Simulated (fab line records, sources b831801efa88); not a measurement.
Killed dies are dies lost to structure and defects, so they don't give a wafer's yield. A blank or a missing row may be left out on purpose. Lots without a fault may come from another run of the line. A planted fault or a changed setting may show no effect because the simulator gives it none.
Which tool did it? | flow sky130 | 10 lots, 30 wafers sampled, at 6 steps of a route of 708

WHAT THE GAUGES READ, wafer by wafer
SKY_CAPM_THK_MEAS_01.
lot  | measured     | on            | CAPM_CVD_00_THK (nm)
L501 | day 37 20:11 | film_metro-04 | 15.33 15.76 15.63
L504 | day 38 10:31 | film_metro-03 | 15.54 15.39 15.34
L503 | day 38 15:25 | film_metro-04 | 15.06 15.70 16.03
L505 | day 38 19:17 | film_metro-01 | 15.62 16.10 15.73
L506 | day 39 05:05 | film_metro-01 | 15.24 15.97 15.89
L517 | day 42 07:04 | film_metro-04 | 15.32 16.09 15.48
L520 | day 43 01:13 | film_metro-01 | 15.48 15.53 15.56
L521 | day 43 02:43 | film_metro-01 | 15.15 15.81 15.38
L522 | day 43 14:26 | film_metro-01 | 15.57 15.20 15.16
L524 | day 43 18:39 | film_metro-04 | 15.74 15.53 15.89

SKY_CAPM_RS_MEAS_03: measures by four-point-probe.
lot  | measured     | on            | CAPM_TIN_RS (ohm/sq)
L501 | day 37 20:22 | film_metro-01 | 6.98 6.95 6.82
L504 | day 38 10:41 | film_metro-03 | 6.94 6.94 6.88
L503 | day 38 15:35 | film_metro-01 | 7.09 7.05 7.07
L505 | day 38 19:28 | film_metro-01 | 8.11 7.05 8.16
L506 | day 39 05:16 | film_metro-04 | 8.20 8.18 8.24
L517 | day 42 07:16 | film_metro-01 | 6.99 6.86 6.95
L520 | day 43 01:23 | film_metro-04 | 6.87 6.92 6.84
L521 | day 43 02:54 | film_metro-04 | 6.94 6.85 6.90
L522 | day 43 14:37 | film_metro-04 | 6.95 6.99 6.90
L524 | day 43 18:49 | film_metro-01 | 6.93 7.00 7.10

SKY_CAPM_THK_MEAS_04: measures by xrf.
lot  | measured     | on            | CAPM_TIN_THK (nm)
L501 | day 37 20:28 | film_metro-01 | 201.2 201.6 204.9
L504 | day 38 10:48 | film_metro-03 | 200.3 199.9 202.2
L503 | day 38 15:42 | film_metro-01 | 196.5 197.3 197.3
L505 | day 38 19:35 | film_metro-01 | 171.9 197.6 171.9
L506 | day 39 05:23 | film_metro-04 | 170.7 170.4 169.7
L517 | day 42 07:22 | film_metro-01 | 199.6 202.9 201.3
L520 | day 43 01:30 | film_metro-04 | 201.3 200.4 202.2
L521 | day 43 03:01 | film_metro-04 | 200.3 201.1 200.4
L522 | day 43 14:44 | film_metro-04 | 198.8 199.2 201.1
L524 | day 43 18:56 | film_metro-01 | 202.6 200.0 197.0

WHICH TOOL RAN EACH LOT (tool, then ch and the chambers of the sampled wafers, then the start)
lot  | SKY_METAL2_STRIP_20                  | SKY_VIA2_CMP_02               | SKY_CAPM_SPUTTER_02
L501 | plasma_asher-02 ch 0,1, day 36 15:02 | cmp-02 ch 0,1,3, day 36 15:51 | pvd_sputter-02, day 37 20:14
L504 | plasma_asher-04 ch 0,1, day 37 05:26 | cmp-02 ch 1,2,3, day 37 06:14 | pvd_sputter-01, day 38 10:34
L503 | plasma_asher-04 ch 0,1, day 37 09:52 | cmp-02 ch 0,1, day 37 11:05   | pvd_sputter-01, day 38 15:28
L505 | plasma_asher-04 ch 0,1, day 37 13:41 | cmp-02 ch 1,2, day 37 14:40   | pvd_sputter-02, day 38 19:21
L506 | plasma_asher-04 ch 0,1, day 37 23:34 | cmp-01 ch 0,1, day 38 00:31   | pvd_sputter-02, day 39 05:09
L517 | plasma_asher-02 ch 0,1, day 41 04:03 | cmp-01 ch 0,3, day 41 04:48   | pvd_sputter-01, day 42 07:07
L520 | plasma_asher-04 ch 0,1, day 41 23:56 | cmp-02 ch 0,1, day 42 01:01   | pvd_sputter-02, day 43 01:16
L521 | plasma_asher-04 ch 0,1, day 42 02:07 | cmp-02 ch 0,1,2, day 42 03:02 | pvd_sputter-02, day 43 02:46
L522 | plasma_asher-01 ch 0,1, day 42 15:32 | cmp-01 ch 1,2,3, day 42 16:18 | pvd_sputter-01, day 43 14:30
L524 | plasma_asher-02 ch 0,1, day 42 19:46 | cmp-02 ch 0,2,3, day 42 20:32 | pvd_sputter-02, day 43 18:43
- SKY_METAL2_STRIP_20: strips in O2/N2.
- SKY_VIA2_CMP_02: polishes SiO2.
- SKY_CAPM_SPUTTER_02: material TiN, target thk 200 nm, time 166.7 s.

WHAT THE TOOLS THEMSELVES READ (means of the sampled wafers that have a number; where no wafer has one, the mark that the record gives instead)
SKY_METAL2_STRIP_20.
lot  | tool            | drypump_motor_current_A (A) | oes_product_au (a.u.) | strip_time_to_endpoint_s (s)
L501 | plasma_asher-02 | 5.8                         | 0.346                 | 2.72
L504 | plasma_asher-04 | 6.4                         | 0.340                 | 2.64
L503 | plasma_asher-04 | 6.4                         | 0.332                 | 2.67
L505 | plasma_asher-04 | 6.4                         | 0.343                 | 2.67
L506 | plasma_asher-04 | 6.4                         | 0.343                 | 2.67
L517 | plasma_asher-02 | 5.6                         | 0.343                 | 2.71
L520 | plasma_asher-04 | 6.5                         | 0.343                 | 2.67
L521 | plasma_asher-04 | 6.4                         | 0.345                 | 2.66
L522 | plasma_asher-01 | 5.3                         | 0.345                 | 2.70
L524 | plasma_asher-02 | 5.6                         | 0.345                 | 2.69

SKY_VIA2_CMP_02.
lot  | tool   | edge_zone_pressure_frac | motor_current_A (A) | slurry_filter_dp_kPa (kPa)
L501 | cmp-02 | 0.998                   | 11.2                | 13.61
L504 | cmp-02 | 0.999                   | 11.1                | 13.49
L503 | cmp-02 | 1.002                   | 11.0                | 13.50
L505 | cmp-02 | 1.003                   | 11.2                | 13.58
L506 | cmp-01 | 1.000                   | 12.0                | 13.62
L517 | cmp-01 | 1.000                   | 11.9                | 13.36
L520 | cmp-02 | 1.001                   | 10.7                | 13.36
L521 | cmp-02 | 0.997                   | 11.0                | 13.46
L522 | cmp-01 | 1.005                   | 11.7                | 13.57
L524 | cmp-02 | 0.999                   | 11.2                | 13.58

SKY_CAPM_SPUTTER_02.
lot  | tool           | throttle_valve_pct (%)
L501 | pvd_sputter-02 | 30.3
L504 | pvd_sputter-01 | 29.8
L503 | pvd_sputter-01 | 30.0
L505 | pvd_sputter-02 | 30.3
L506 | pvd_sputter-02 | 29.8
L517 | pvd_sputter-01 | 29.8
L520 | pvd_sputter-02 | 29.2
L521 | pvd_sputter-02 | 29.4
L522 | pvd_sputter-01 | 29.6
L524 | pvd_sputter-02 | 29.6

THE ANSWER, worked out from the rows above alone
Rule: what is usual is taken from the lots themselves. Put in order of their means at a reading, lots are off if they are a third of the lots or fewer, leave a main group of 4 or more, and stand apart from it by a gap of 3 or more times the standard deviation of the main group's means; of several such gaps the widest counts. A main group whose means are all the same, to the digits that the tables above print for the reading, isn't used. A lot without any number at a reading at which 4 lots or more have one is off too. The other lots that the step has rows for count as sound. The gauges are gone through in route order, then the tools' own readings, and for those a lot's mean is taken as printed above. The first step at which some lot is off is used, and at that step the reading that is off furthest; a lot without a number counts as furthest.
Off: L505, L506, at SKY_CAPM_RS_MEAS_03 (CAPM_TIN_RS). The main group: mean 6.95 ohm/sq, standard deviation 0.06.
A tool fits if, at a process step before that reading, it ran every lot that is off, and no sound lot after the first of them. The gauges at SKY_CAPM_RS_MEAS_03 are tried like those tools. None of those tried fits.

WHAT THE SIMULATOR HAD PUT IN
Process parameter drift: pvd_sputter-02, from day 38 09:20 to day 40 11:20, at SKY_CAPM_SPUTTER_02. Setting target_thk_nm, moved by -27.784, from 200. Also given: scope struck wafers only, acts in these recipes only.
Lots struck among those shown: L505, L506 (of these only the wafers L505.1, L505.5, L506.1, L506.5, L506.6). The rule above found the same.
